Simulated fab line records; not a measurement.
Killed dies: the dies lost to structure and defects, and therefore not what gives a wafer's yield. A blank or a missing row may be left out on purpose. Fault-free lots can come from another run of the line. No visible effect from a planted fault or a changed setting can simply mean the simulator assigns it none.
Comparing a struck lot with a sound one | flow sky130 | 30 steps out of a route of 708
Sound: wafers L675.2, L675.3, L675.6. Struck: wafers L687.1, L687.6 (left out: L687.2, a lot-mate that was not struck); the cause follows at the end.
Per side, at each step with rows, come the tool, then ch with its chambers, and then its first start. Under that, the readings that differ: sound wafers | struck wafers | difference of the means | sigmas: that difference in standard deviations of wafers without a fault.
alike: a reading whose means differ by less than 2 such deviations, as well as words and numbers matching on both sides. not compared: withheld readings; readings where some wafer has no value; bounds like >300 that might hide an equal value; numbers whose values overlap and for which the record gives no deviation.
The two part at a step that has a row with sigmas, a row that says differs or no value, or rows on one side only. When numbers do not overlap yet have no deviation, they are printed without sigmas and do not part them. A reading missing from all wafers of one side parts the sides only when that side holds two or more wafers.

SKY_LI_CONTACT_OVL_MEAS_13:
  sound on overlay-01 at day 30 10:56; struck on overlay-02 at day 35 03:16
  reading             | sound | struck | difference | sigmas
  LI_CONTACT_OVL (nm) | 0 2 0 | 13 14  | +13        | +2
SKY_LI_CONTACT_ETCH_14: etches BARC in N2/H2, stops on SiO2, time 45.9 s, target depth 60 nm.
  sound on rie_diel-04 ch 2,3, day 30 10:58; struck on rie_diel-03 ch 2, day 35 03:18
  alike: drypump_motor_current_A, oes_product_au, throttle_valve_pct
  not compared: rf_hours_counter_h
then, 4 steps without rows for these wafers: SKY_LI_CONTACT_ETCH_15 (etches PSG in C4F8/O2/Ar, stops on Si, target depth 600 nm); SKY_LI_CONTACT_STRIP_16 (strips in O2/N2); SKY_LI_CONTACT_CLEAN_17 (cleans in NMP, time 600 s); SKY_LI_CONTACT_PRE_CLEAN_18 (time 5.6 s).
SKY_LI_CONTACT_SPUTTER_19: material Ti, target thk 20 nm, time 106.37 s.
  sound on pvd_sputter-02 at day 30 11:24; struck on pvd_sputter-03 at day 35 03:43
  alike: substrate_temp_c, throttle_valve_pct
SKY_LI_CONTACT_SPUTTER_20: material TiN, target thk 20 nm, time 80 s.
  sound on pvd_sputter-02 at day 30 11:28; struck on pvd_sputter-03 at day 35 03:48
  alike: throttle_valve_pct
SKY_LI_CONTACT_CVD_21: deposits W, target thk 400 nm, time 120.56 s.
  sound on cvd_w-02 ch 1, day 30 11:32; struck on cvd_w-01 ch 0, day 35 03:52
  alike: heater_power_w
SKY_LI_CONTACT_RS_MEAS_22: uses a four-point probe to measure.
  sound on film_metro-03 at day 30 11:41; struck on film_metro-02 at day 35 03:59
  alike: LI_CONTACT_W_RS
SKY_LI_CONTACT_THK_MEAS_23: measures by xrf.
  sound on film_metro-03 at day 30 11:47; struck on film_metro-02 at day 35 04:07
  alike: LI_CONTACT_W_THK
SKY_LI_CONTACT_CMP_24: polishes, stops on PSG, t overpolish 20 s, target thk 0 nm.
  sound on cmp-01 ch 0,1, day 30 11:50; struck on cmp-02 ch 2,3, day 35 04:10
  alike: motor_current_A, overpolish_run_s, time_to_endpoint_s
SKY_LOCAL_INTERCONNECT_SPUTTER_00: material TiN, target thk 100 nm, time 83.3 s.
  sound on pvd_sputter-04 at day 30 12:08; struck on pvd_sputter-01 at day 35 04:28
  reading                                                | sound             | struck      | difference | sigmas
  model.TiN_of_LOCAL_INTERCONNECT_SPUTTER_00.thk_nm (nm) | 103.8 102.1 102.2 | 95.95 97.02 | -6.22      |
  alike: substrate_temp_c, throttle_valve_pct
SKY_LOCAL_INTERCONNECT_RS_MEAS_01: uses a four-point probe to measure.
  sound on film_metro-04 at day 30 12:13; struck on film_metro-04 at day 35 04:49
  reading                            | sound             | struck      | difference | sigmas
  LOCAL_INTERCONNECT_TIN_RS (ohm/sq) | 13.58 13.82 13.78 | 14.74 14.57 | +0.93      | +7
  not compared: hold
SKY_LOCAL_INTERCONNECT_THK_MEAS_02: measures by xrf.
  sound on film_metro-04 at day 30 12:20; struck on film_metro-04 at day 35 07:40
  reading                         | sound             | struck    | difference | sigmas
  LOCAL_INTERCONNECT_TIN_THK (nm) | 103.2 101.3 101.9 | 95.4 96.4 | -6.2       | -6
  not compared: hold
then, 7 steps without rows for these wafers: SKY_LOCAL_INTERCONNECT_HMDS_04 (prime time 60 s); SKY_LOCAL_INTERCONNECT_COAT_05 (resist thk 60 nm); SKY_LOCAL_INTERCONNECT_COAT_06 (resist thk 450 nm); SKY_LOCAL_INTERCONNECT_SOFTBAKE_07 (time 90 s); SKY_LOCAL_INTERCONNECT_EXPOSE_08 (exposes mask LI1M, target cd 170 nm); SKY_LOCAL_INTERCONNECT_PEB_09; SKY_LOCAL_INTERCONNECT_DEVELOP_10 (develop time 60 s).
SKY_LOCAL_INTERCONNECT_CD_MEAS_11: the cd target is 170 nm.
  sound on cd_sem-02 at day 31 16:22; struck on cd_sem-01 at day 36 06:28
  alike: cd_nm
SKY_LOCAL_INTERCONNECT_OVL_MEAS_12:
  sound on overlay-02 at day 31 16:28; struck on overlay-01 at day 36 06:35
  alike: LOCAL_INTERCONNECT_OVL
then, 1 step without rows for these wafers: SKY_LOCAL_INTERCONNECT_ETCH_13 (etches BARC in N2/H2, stops on SiO2, time 45.9 s, target depth 60 nm).
SKY_LOCAL_INTERCONNECT_METAL_ETCH_14: etches TiN in Cl2/BCl3, stops on PSG, target depth 110 nm, time 31.4 s.
  sound on rie_metal-03 ch 0,1, day 31 16:34; struck on rie_metal-01 ch 1, day 36 06:41
  reading                | sound                | struck        | difference | sigmas
  oes_product_au (a.u.)  | 0.962 0.963 0.947    | 0.908 0.920   | -0.043     | -6
  throttle_valve_pct (%) | 21.874 21.895 21.898 | 21.926 21.899 | +0.024     | +2
  alike: drypump_motor_current_A
  not compared: rf_hours_counter_h
then, 1 step without rows for these wafers: SKY_LOCAL_INTERCONNECT_STRIP_15 (strips in O2/N2).
SKY_LOCAL_INTERCONNECT_STRIP_16: strips in post etch residue remover, time 1200 s.
  sound on wet_bench-02 ch 1, day 31 16:43; struck on wet_bench-02 ch 3, day 36 06:50
  reading                                                | sound             | struck     | difference | sigmas
  model.TiN_of_LOCAL_INTERCONNECT_SPUTTER_00.thk_nm (nm) | 103.4 101.7 101.8 | 95.53 96.6 | -6.23      |
then, 1 step without rows for these wafers: SKY_LOCAL_INTERCONNECT_CLEAN_17 (cleans in IPA, time 180 s).
-- here the record skips 14 days between the struck wafers' starts before and after, leaving off in module LOCAL_INTERCONNECT and picking up in module PAD_OPEN (first step shown: number 708 of the route) --
SKY_PAD_OPEN_PROBE_99:
  sound on prober-02 at day 46 21:29; struck on prober-02 at day 50 06:40
  reading                        | sound             | struck      | difference | sigmas
  model.etest.res_li.line_ohm_um | 74.13 75.58 76.16 | 80.8 80.24  | +5.2       |
  model.etest.res_li.rs_ohm_sq   | 12.75 12.95 12.9  | 13.78 13.57 | +0.81      |
  alike: killed_at_M0_to_M3, killed_at_M4_up, killed_at_contacts, killed_at_front_end, killed_at_other, killed_dies, killed_open, killed_short

WHERE THEY PART
Last at SKY_LOCAL_INTERCONNECT_METAL_ETCH_14 as far as this record goes, first at SKY_LI_CONTACT_OVL_MEAS_13. Later steps at which nothing parts them and some readings are alike: SKY_PAD_OPEN_PROBE_99.

WHY: the cause the simulator had injected
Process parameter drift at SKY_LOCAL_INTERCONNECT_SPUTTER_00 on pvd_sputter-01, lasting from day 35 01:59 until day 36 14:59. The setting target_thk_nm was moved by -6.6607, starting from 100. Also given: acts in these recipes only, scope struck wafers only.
